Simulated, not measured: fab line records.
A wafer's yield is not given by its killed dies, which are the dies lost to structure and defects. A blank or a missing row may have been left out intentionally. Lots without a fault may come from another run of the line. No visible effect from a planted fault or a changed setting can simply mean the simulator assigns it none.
Chamber matching + flow gf180mcu + GF_V5_CVD_02 on pecvd-01: 3 sister chambers
The step deposits SiO2 from TEOS, target thk 1450 nm, time 163.28 s. 6 wafers are shown with their chamber, then 9 later ones without.

## WAFERS WITH THEIR CHAMBER
| wafer  | chamber | heater_power_w (W) |
|--------|---------|--------------------|
| L078.3 | 1       | 597                |
| L078.4 | 1       | 490                |
| L080.5 | 2       | 774                |
| L084.1 | 0       | 665                |
| L084.2 | 2       | 743                |
| L084.6 | 0       | 711                |

## WAFERS WITHOUT THEIR CHAMBER
| wafer  | heater_power_w (W) |
|--------|--------------------|
| L085.1 | 570                |
| L085.3 | 589                |
| L085.6 | 784                |
| L090.3 | 530                |
| L090.5 | 796                |
| L090.6 | 597                |
| L091.2 | 562                |
| L091.4 | 634                |
| L091.5 | 583                |

## WHICH CHAMBER EACH ONE RAN IN
| wafer  | from the rows above          | in truth |
|--------|------------------------------|----------|
| L085.1 | can't be placed: 1 or 0      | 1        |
| L085.3 | can't be placed: 1 or 0      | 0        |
| L085.6 | can't be placed: 2 or 0      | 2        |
| L090.3 | 1                            | 1        |
| L090.5 | can't be placed: 2 or 0      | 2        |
| L090.6 | can't be placed: 1 or 0      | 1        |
| L091.2 | 1                            | 1        |
| L091.4 | can't be placed: 0 or 1 or 2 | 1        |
| L091.5 | can't be placed: 1 or 0      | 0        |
Correct placement for 2 of the 9. These rows do not allow placing 7 (true chamber among the candidates in 7). 0 placed wrongly.
How it was worked out, from the rows above alone: a wafer's distance from a chamber is the root of the sum, over the readings, of the square of ((its reading less the chamber's mean) divided by the reading's scatter). If the next closest chamber is less than 2 further off than the closest, the wafer can't be placed; otherwise it belongs to the closest. For every chamber, the mean is computed from those of its wafers that are shown. The scatter is the square root of a quotient: the sum, over the shown wafers, of each reading's squared deviation from its chamber's mean, divided by wafers minus chambers.
